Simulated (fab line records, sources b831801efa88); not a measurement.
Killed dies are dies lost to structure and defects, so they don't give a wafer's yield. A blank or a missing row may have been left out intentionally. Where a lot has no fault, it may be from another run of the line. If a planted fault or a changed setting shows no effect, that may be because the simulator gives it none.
The tool behind it: which one? || flow sky130 || 11 lots, 33 wafers sampled, at 6 steps of a route of 708

WHAT EACH GAUGE READ, for each wafer
SKY_LDD_HVP_OVL_MEAS_07.
{"lot": "L257", "measured": "day 22 09:56", "on": "overlay-01", "LDD_HVP_OVL (nm)": "1.4 1.6 0.7"}
{"lot": "L259", "measured": "day 23 05:59", "on": "overlay-01", "LDD_HVP_OVL (nm)": "1.7 2.1 0.7"}
{"lot": "L261", "measured": "day 23 21:28", "on": "overlay-01", "LDD_HVP_OVL (nm)": "2.2 0.6 1.5"}
{"lot": "L260", "measured": "day 24 01:59", "on": "overlay-01", "LDD_HVP_OVL (nm)": "0.0 1.1 0.5"}
{"lot": "L262", "measured": "day 24 15:23", "on": "overlay-02", "LDD_HVP_OVL (nm)": "2.0 -0.2 0.9"}
{"lot": "L272", "measured": "day 27 20:13", "on": "overlay-02", "LDD_HVP_OVL (nm)": "1.4 1.7 1.3"}
{"lot": "L273", "measured": "day 28 03:16", "on": "overlay-02", "LDD_HVP_OVL (nm)": "-2.4 -0.4 -1.9"}
{"lot": "L275", "measured": "day 29 03:28", "on": "overlay-02", "LDD_HVP_OVL (nm)": "-0.7 -1.3 -0.1"}
{"lot": "L276", "measured": "day 29 05:59", "on": "overlay-01", "LDD_HVP_OVL (nm)": "-0.7 -1.8 0.9"}
{"lot": "L278", "measured": "day 29 13:43", "on": "overlay-01", "LDD_HVP_OVL (nm)": "1.1 0.5 -0.4"}
{"lot": "L277", "measured": "day 29 16:38", "on": "overlay-01", "LDD_HVP_OVL (nm)": "0.4 2.8 0.0"}

SKY_SD_P_CD_MEAS_07: target cd 380 nm.
{"lot": "L257", "measured": "day 26 06:55", "on": "cdSem-01", "cdNm (nm)": "379.6 382.7 382.5"}
{"lot": "L259", "measured": "day 27 01:19", "on": "cdSem-01", "cdNm (nm)": "378.9 377.1 378.0"}
{"lot": "L261", "measured": "day 27 17:36", "on": "cdSem-01", "cdNm (nm)": "379.9 377.5 379.3"}
{"lot": "L260", "measured": "day 27 21:55", "on": "cdSem-02", "cdNm (nm)": "374.5 376.7 376.6"}
{"lot": "L262", "measured": "day 28 10:16", "on": "cdSem-02", "cdNm (nm)": "380.1 378.0 379.4"}
{"lot": "L272", "measured": "day 31 10:47", "on": "cdSem-02", "cdNm (nm)": "377.0 381.2 377.8"}
{"lot": "L273", "measured": "day 31 16:49", "on": "cdSem-01", "cdNm (nm)": "376.2 377.9 378.2"}
{"lot": "L275", "measured": "day 32 18:47", "on": "cdSem-01", "cdNm (nm)": "378.4 377.5 379.7"}
{"lot": "L276", "measured": "day 32 21:21", "on": "cdSem-02", "cdNm (nm)": "378.3 381.5 380.4"}
{"lot": "L278", "measured": "day 33 00:56", "on": "cdSem-01", "cdNm (nm)": "385.5 382.4 383.4"}
{"lot": "L277", "measured": "day 33 05:26", "on": "cdSem-01", "cdNm (nm)": "378.5 377.8 378.4"}

SKY_SD_N_RS_MEAS_16: measures by four-point-probe.
{"lot": "L257", "measured": "day 28 17:07", "on": "filmMetro-04", "SD_N_RS (ohm/sq)": "68.49 68.48 68.68"}
{"lot": "L259", "measured": "day 29 12:03", "on": "filmMetro-02", "SD_N_RS (ohm/sq)": "68.65 68.51 68.59"}
{"lot": "L261", "measured": "day 30 03:58", "on": "filmMetro-04", "SD_N_RS (ohm/sq)": "68.62 68.89 68.62"}
{"lot": "L260", "measured": "day 30 08:03", "on": "filmMetro-03", "SD_N_RS (ohm/sq)": "70.25 70.25 70.31"}
{"lot": "L262", "measured": "day 30 18:44", "on": "filmMetro-02", "SD_N_RS (ohm/sq)": "70.49 70.63 70.30"}
{"lot": "L272", "measured": "day 33 18:19", "on": "filmMetro-02", "SD_N_RS (ohm/sq)": "68.66 68.71 68.70"}
{"lot": "L273", "measured": "day 34 00:01", "on": "filmMetro-04", "SD_N_RS (ohm/sq)": "68.48 68.58 68.41"}
{"lot": "L275", "measured": "day 35 00:41", "on": "filmMetro-04", "SD_N_RS (ohm/sq)": "68.39 68.40 68.30"}
{"lot": "L276", "measured": "day 35 03:11", "on": "filmMetro-04", "SD_N_RS (ohm/sq)": "68.41 68.72 68.65"}
{"lot": "L278", "measured": "day 35 07:07", "on": "filmMetro-04", "SD_N_RS (ohm/sq)": "68.65 68.63 68.50"}
{"lot": "L277", "measured": "day 35 11:16", "on": "filmMetro-02", "SD_N_RS (ohm/sq)": "68.80 68.66 68.73"}

EACH LOT AND THE TOOL THAT RAN IT (in order: tool; ch and the chambers of the sampled wafers; start)
{"lot": "L257", "SKY_LDD_HVN_STRIP_09": "plasmaAsher-03 ch 0,1, day 21 03:50", "SKY_SD_N_IMPLANT_09": "implanter-01 ch 0, day 28 16:28", "SKY_SD_N_STRIP_11": "plasmaAsher-03 ch 0,1, day 28 16:43"}
{"lot": "L259", "SKY_LDD_HVN_STRIP_09": "plasmaAsher-02 ch 0,1, day 21 23:44", "SKY_SD_N_IMPLANT_09": "implanter-01 ch 0, day 29 11:22", "SKY_SD_N_STRIP_11": "plasmaAsher-03 ch 0,1, day 29 11:40"}
{"lot": "L261", "SKY_LDD_HVN_STRIP_09": "plasmaAsher-03 ch 0,1, day 22 15:17", "SKY_SD_N_IMPLANT_09": "implanter-01 ch 0, day 30 03:17", "SKY_SD_N_STRIP_11": "plasmaAsher-03 ch 0,1, day 30 03:34"}
{"lot": "L260", "SKY_LDD_HVN_STRIP_09": "plasmaAsher-02 ch 0,1, day 22 19:35", "SKY_SD_N_IMPLANT_09": "implanter-01 ch 0, day 30 07:22", "SKY_SD_N_STRIP_11": "plasmaAsher-03 ch 0,1, day 30 07:40"}
{"lot": "L262", "SKY_LDD_HVN_STRIP_09": "plasmaAsher-03 ch 0,1, day 23 09:23", "SKY_SD_N_IMPLANT_09": "implanter-01 ch 0, day 30 18:04", "SKY_SD_N_STRIP_11": "plasmaAsher-01 ch 0,1, day 30 18:22"}
{"lot": "L272", "SKY_LDD_HVN_STRIP_09": "plasmaAsher-03 ch 0,1, day 26 15:50", "SKY_SD_N_IMPLANT_09": "implanter-04 ch 0, day 33 17:38", "SKY_SD_N_STRIP_11": "plasmaAsher-01 ch 0, day 33 17:55"}
{"lot": "L273", "SKY_LDD_HVN_STRIP_09": "plasmaAsher-01 ch 0,1, day 26 23:26", "SKY_SD_N_IMPLANT_09": "implanter-01 ch 0, day 33 23:20", "SKY_SD_N_STRIP_11": "plasmaAsher-03 ch 0,1, day 33 23:36"}
{"lot": "L275", "SKY_LDD_HVN_STRIP_09": "plasmaAsher-01 ch 0,1, day 27 23:44", "SKY_SD_N_IMPLANT_09": "implanter-01 ch 0, day 35 00:01", "SKY_SD_N_STRIP_11": "plasmaAsher-01 ch 0,1, day 35 00:17"}
{"lot": "L276", "SKY_LDD_HVN_STRIP_09": "plasmaAsher-02 ch 0,1, day 28 01:38", "SKY_SD_N_IMPLANT_09": "implanter-04 ch 0, day 35 02:31", "SKY_SD_N_STRIP_11": "plasmaAsher-01 ch 0,1, day 35 02:48"}
{"lot": "L278", "SKY_LDD_HVN_STRIP_09": "plasmaAsher-03 ch 0,1, day 28 10:08", "SKY_SD_N_IMPLANT_09": "implanter-03 ch 0, day 35 06:26", "SKY_SD_N_STRIP_11": "plasmaAsher-01 ch 1, day 35 06:43"}
{"lot": "L277", "SKY_LDD_HVN_STRIP_09": "plasmaAsher-01 ch 0,1, day 28 12:46", "SKY_SD_N_IMPLANT_09": "implanter-01 ch 0, day 35 10:35", "SKY_SD_N_STRIP_11": "plasmaAsher-04 ch 0,1, day 35 10:52"}
- SKY_LDD_HVN_STRIP_09: strips in O2/N2.
- SKY_SD_N_IMPLANT_09
- SKY_SD_N_STRIP_11: strips in O2/N2.

AS READ BY THE TOOLS THEMSELVES (means over the sampled wafers that have a number; for cases with no such wafer, the mark the record gives instead)
SKY_LDD_HVN_STRIP_09.
{"lot": "L257", "tool": "plasmaAsher-03", "drypumpMotorCurrentA (A)": 5.5, "oesProductAu (a.u.)": 0.410, "stripTimeToEndpointS (s)": 4.125}
{"lot": "L259", "tool": "plasmaAsher-02", "drypumpMotorCurrentA (A)": 5.2, "oesProductAu (a.u.)": 0.411, "stripTimeToEndpointS (s)": 4.134}
{"lot": "L261", "tool": "plasmaAsher-03", "drypumpMotorCurrentA (A)": 5.4, "oesProductAu (a.u.)": 0.412, "stripTimeToEndpointS (s)": 4.122}
{"lot": "L260", "tool": "plasmaAsher-02", "drypumpMotorCurrentA (A)": 5.2, "oesProductAu (a.u.)": 0.408, "stripTimeToEndpointS (s)": 4.132}
{"lot": "L262", "tool": "plasmaAsher-03", "drypumpMotorCurrentA (A)": 5.4, "oesProductAu (a.u.)": 0.415, "stripTimeToEndpointS (s)": 4.135}
{"lot": "L272", "tool": "plasmaAsher-03", "drypumpMotorCurrentA (A)": 5.5, "oesProductAu (a.u.)": 0.410, "stripTimeToEndpointS (s)": 4.125}
{"lot": "L273", "tool": "plasmaAsher-01", "drypumpMotorCurrentA (A)": 6.4, "oesProductAu (a.u.)": 0.408, "stripTimeToEndpointS (s)": 4.147}
{"lot": "L275", "tool": "plasmaAsher-01", "drypumpMotorCurrentA (A)": 6.1, "oesProductAu (a.u.)": 0.410, "stripTimeToEndpointS (s)": 4.136}
{"lot": "L276", "tool": "plasmaAsher-02", "drypumpMotorCurrentA (A)": 5.2, "oesProductAu (a.u.)": 0.410, "stripTimeToEndpointS (s)": 4.124}
{"lot": "L278", "tool": "plasmaAsher-03", "drypumpMotorCurrentA (A)": 5.5, "oesProductAu (a.u.)": 0.406, "stripTimeToEndpointS (s)": 4.113}
{"lot": "L277", "tool": "plasmaAsher-01", "drypumpMotorCurrentA (A)": 6.1, "oesProductAu (a.u.)": 0.407, "stripTimeToEndpointS (s)": 4.136}

SKY_SD_N_IMPLANT_09.
{"lot": "L257", "tool": "implanter-01", "beamEnergyKeV": 49.992, "beamOnS (s)": 18.3, "faradayCurrentUA": 11977}
{"lot": "L259", "tool": "implanter-01", "beamEnergyKeV": 49.997, "beamOnS (s)": 18.3, "faradayCurrentUA": 11994}
{"lot": "L261", "tool": "implanter-01", "beamEnergyKeV": 50.010, "beamOnS (s)": 18.1, "faradayCurrentUA": 12114}
{"lot": "L260", "tool": "implanter-01", "beamEnergyKeV": 47.753, "beamOnS (s)": 18.6, "faradayCurrentUA": 11813}
{"lot": "L262", "tool": "implanter-01", "beamEnergyKeV": 47.726, "beamOnS (s)": 18.3, "faradayCurrentUA": 11974}
{"lot": "L272", "tool": "implanter-04", "beamEnergyKeV": 50.013, "beamOnS (s)": 17.2, "faradayCurrentUA": 12760}
{"lot": "L273", "tool": "implanter-01", "beamEnergyKeV": 50.032, "beamOnS (s)": 18.2, "faradayCurrentUA": 12062}
{"lot": "L275", "tool": "implanter-01", "beamEnergyKeV": 50.027, "beamOnS (s)": 18.0, "faradayCurrentUA": 12161}
{"lot": "L276", "tool": "implanter-04", "beamEnergyKeV": 49.992, "beamOnS (s)": 17.1, "faradayCurrentUA": 12795}
{"lot": "L278", "tool": "implanter-03", "beamEnergyKeV": 50.001, "beamOnS (s)": 17.7, "faradayCurrentUA": 12301}
{"lot": "L277", "tool": "implanter-01", "beamEnergyKeV": 49.982, "beamOnS (s)": 18.4, "faradayCurrentUA": 11915}

SKY_SD_N_STRIP_11.
{"lot": "L257", "tool": "plasmaAsher-03", "drypumpMotorCurrentA (A)": 5.4, "oesProductAu (a.u.)": 0.529, "stripTimeToEndpointS (s)": 22.48}
{"lot": "L259", "tool": "plasmaAsher-03", "drypumpMotorCurrentA (A)": 5.4, "oesProductAu (a.u.)": 0.524, "stripTimeToEndpointS (s)": 22.54}
{"lot": "L261", "tool": "plasmaAsher-03", "drypumpMotorCurrentA (A)": 5.5, "oesProductAu (a.u.)": 0.528, "stripTimeToEndpointS (s)": 22.48}
{"lot": "L260", "tool": "plasmaAsher-03", "drypumpMotorCurrentA (A)": 5.5, "oesProductAu (a.u.)": 0.530, "stripTimeToEndpointS (s)": 22.20}
{"lot": "L262", "tool": "plasmaAsher-01", "drypumpMotorCurrentA (A)": 6.1, "oesProductAu (a.u.)": 0.525, "stripTimeToEndpointS (s)": 22.18}
{"lot": "L272", "tool": "plasmaAsher-01", "drypumpMotorCurrentA (A)": 6.7, "oesProductAu (a.u.)": 0.523, "stripTimeToEndpointS (s)": 22.55}
{"lot": "L273", "tool": "plasmaAsher-03", "drypumpMotorCurrentA (A)": 5.5, "oesProductAu (a.u.)": 0.529, "stripTimeToEndpointS (s)": 22.53}
{"lot": "L275", "tool": "plasmaAsher-01", "drypumpMotorCurrentA (A)": 6.1, "oesProductAu (a.u.)": 0.530, "stripTimeToEndpointS (s)": 22.54}
{"lot": "L276", "tool": "plasmaAsher-01", "drypumpMotorCurrentA (A)": 6.1, "oesProductAu (a.u.)": 0.526, "stripTimeToEndpointS (s)": 22.49}
{"lot": "L278", "tool": "plasmaAsher-01", "drypumpMotorCurrentA (A)": 5.8, "oesProductAu (a.u.)": 0.523, "stripTimeToEndpointS (s)": 22.43}
{"lot": "L277", "tool": "plasmaAsher-04", "drypumpMotorCurrentA (A)": 6.0, "oesProductAu (a.u.)": 0.520, "stripTimeToEndpointS (s)": 22.51}

THE ANSWER, worked out from the rows above alone
Rule: usual is defined by the lots themselves. Put in order of their means at a reading, lots are off if they are a third of the lots or fewer, leave a main group of 4 or more, and stand apart from it by a gap of 3 or more times the standard deviation of the main group's means; of several such gaps the widest counts. A main group whose means are all the same, to the digits that the tables above print for the reading, isn't used. Also off: a lot with no number at a reading for which 4 or more lots have one. Any other lot the step has rows for is counted as sound. After the gauges, taken in route order, come the tools' own readings; for these a lot's mean is taken, as printed above. The first step at which some lot is off is used, and at that step the reading that is off furthest; a lot without a number counts as furthest.
Off: L260, L262, at SKY_SD_N_RS_MEAS_16 (SD_N_RS). The main group: mean 68.59 ohm/sq, standard deviation 0.11.
If a tool, at a process step before that reading, ran all the lots that are off and no sound lot after the first of them, it fits. The gauges at SKY_SD_N_RS_MEAS_16 aren't tried: what is off there is off at SKY_SD_N_IMPLANT_09 too, on other tools, and a gauge's error can't cause that. Not one of the candidates tried fits.

WHAT WAS PUT IN BY THE SIMULATOR
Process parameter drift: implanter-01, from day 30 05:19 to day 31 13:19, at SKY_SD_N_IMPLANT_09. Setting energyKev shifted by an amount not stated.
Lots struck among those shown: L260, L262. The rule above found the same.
